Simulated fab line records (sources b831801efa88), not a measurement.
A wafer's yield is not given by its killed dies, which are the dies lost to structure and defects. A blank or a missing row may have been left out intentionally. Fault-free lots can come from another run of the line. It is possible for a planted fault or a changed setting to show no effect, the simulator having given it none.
Problem report, 8D (eight disciplines) form, completed by code :: flow sky130 :: the parts of the form that need people (team, actions taken, sign-off) are left out

== 1. PROBLEM STATEMENT ==
Wafers free of any fault read 43.2 nm (standard deviation 0.39) for SPACER_CVD_00_THK at SKY_SPACER_THK_MEAS_01, against a mean of 52.6 nm on 6 wafers of 2 lots. Relative to the usual mean, that is a shift of +24 standard deviations.
Earliest sighting: wafer L687.2 on film_metro-02 at day 29 08:26. The record holds 30 wafers of 10 lots with a number at this step. The rule behind "out" and "out of limits": a value lying over 4 standard deviations away from the usual mean. The other wafers with a number count as sound.

== 2. WHAT IT IS; WHAT IT IS NOT ==
question: which readings at this step
is: SPACER_CVD_00_THK
is not: -

question: which lots
is: L687, L688
is not: L671, L672, L673, L674, L677, L678, L679, L680

question: which wafers of those lots
is: all that have a number
is not: -

question: read on which gauges
is: film_metro-02, film_metro-04
is not: film_metro-03

question: when
is: from day 29 08:26
is not: up to then (24 sound wafers)

== 3. SUSPECTS, AND WHAT RULES EACH OUT ==
Counting: a tool at a process step up to the reading stays a suspect if it ran every lot that is out and no sound lot after the first of them.
- ruled out: the gauge at SKY_SPACER_THK_MEAS_01. Those wafers that are out were read across 2 gauges (film_metro-02, film_metro-04).
- lpcvd-02 at SKY_SPACER_CVD_00 (deposits Si3N4 from DCS/NH3, target thk 43.1 nm, time 740 s): kept. Every lot that is out went through it, starting with L687 (day 29 07:13), and after that it ran no sound lot; the last sound lot it ran before then is L679 (day 26 15:42). Its own readings are out on those wafers: spike_tc_bottom_C, spike_tc_centre_C, spike_tc_lower_C, spike_tc_top_C, spike_tc_upper_C, susceptor_temp_C.
Left after counting: lpcvd-02 at SKY_SPACER_CVD_00.

== 4. THE CAUSE (what the simulator had put in) ==
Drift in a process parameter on lpcvd-02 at SKY_SPACER_CVD_00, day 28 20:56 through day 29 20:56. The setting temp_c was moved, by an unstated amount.
Only this tool survived the counting.

== 5. SEQUENCE OF EFFECTS, ordered by route ==
One row per reading whose mean, taken over the struck wafers that have a number, lies over 3 standard deviations from the usual. Readings are gone through only where the record gives a usual standard deviation; hours: the median, over the lots, of the time from a lot's start at the first step in this table giving one to that lot's start at this step; sigmas: the change measured in usual standard deviations.
hours: 0
step: SKY_SPACER_CVD_00
reading: spike_tc_bottom_C
usual: 789.3 C
on struck wafers: 799.9
change: +10.6
sigmas: +7.1

hours: 0
step: SKY_SPACER_CVD_00
reading: spike_tc_centre_C
usual: 770.3 C
on struck wafers: 780.2
change: +9.9
sigmas: +9.9

hours: 0
step: SKY_SPACER_CVD_00
reading: spike_tc_lower_C
usual: 770.8 C
on struck wafers: 780.4
change: +9.6
sigmas: +6.0

hours: 0
step: SKY_SPACER_CVD_00
reading: spike_tc_top_C
usual: 782.2 C
on struck wafers: 792.4
change: +10.1
sigmas: +7.2

hours: 0
step: SKY_SPACER_CVD_00
reading: spike_tc_upper_C
usual: 769.2 C
on struck wafers: 779.0
change: +9.8
sigmas: +7.5

hours: 0
step: SKY_SPACER_CVD_00
reading: susceptor_temp_C
usual: 770.0 C
on struck wafers: 780.4
change: +10.4
sigmas: +32

hours: 1
step: SKY_SPACER_THK_MEAS_01
reading: SPACER_CVD_00_THK
usual: 43.2 nm
on struck wafers: 52.6
change: +9.4
sigmas: +24

hours: 9
step: SKY_SPACER_ETCHBACK_02
reading: oes_product_au
usual: 0.856 a.u.
on struck wafers: 0.960
change: +0.104
sigmas: +17
Here are the process steps it includes:
- SKY_SPACER_CVD_00: deposits Si3N4 from DCS/NH3, target thk 43.1 nm, time 740 s.
- SKY_SPACER_ETCHBACK_02: etches Si3N4 in CH3F/O2, stops on SiO2, time 46.7 s, target depth 45 nm.

== 6. HOW IT WOULD HAVE BEEN CAUGHT EARLIER ==
In this record the first reading out of limits at a measuring or inspecting step was taken at day 29 08:26, 12 hours after the fault began at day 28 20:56.
Tool's own readings at SKY_SPACER_CVD_00, spike_tc_bottom_C, spike_tc_centre_C, spike_tc_lower_C, spike_tc_top_C, spike_tc_upper_C, susceptor_temp_C: out on all struck wafers the step has rows for; an alarm limit on them would have tripped on the first.
Lots out: 2; of these, L688 started SKY_SPACER_CVD_00 on lpcvd-02 after day 29 08:26. Holding the tool at that time would have saved it.
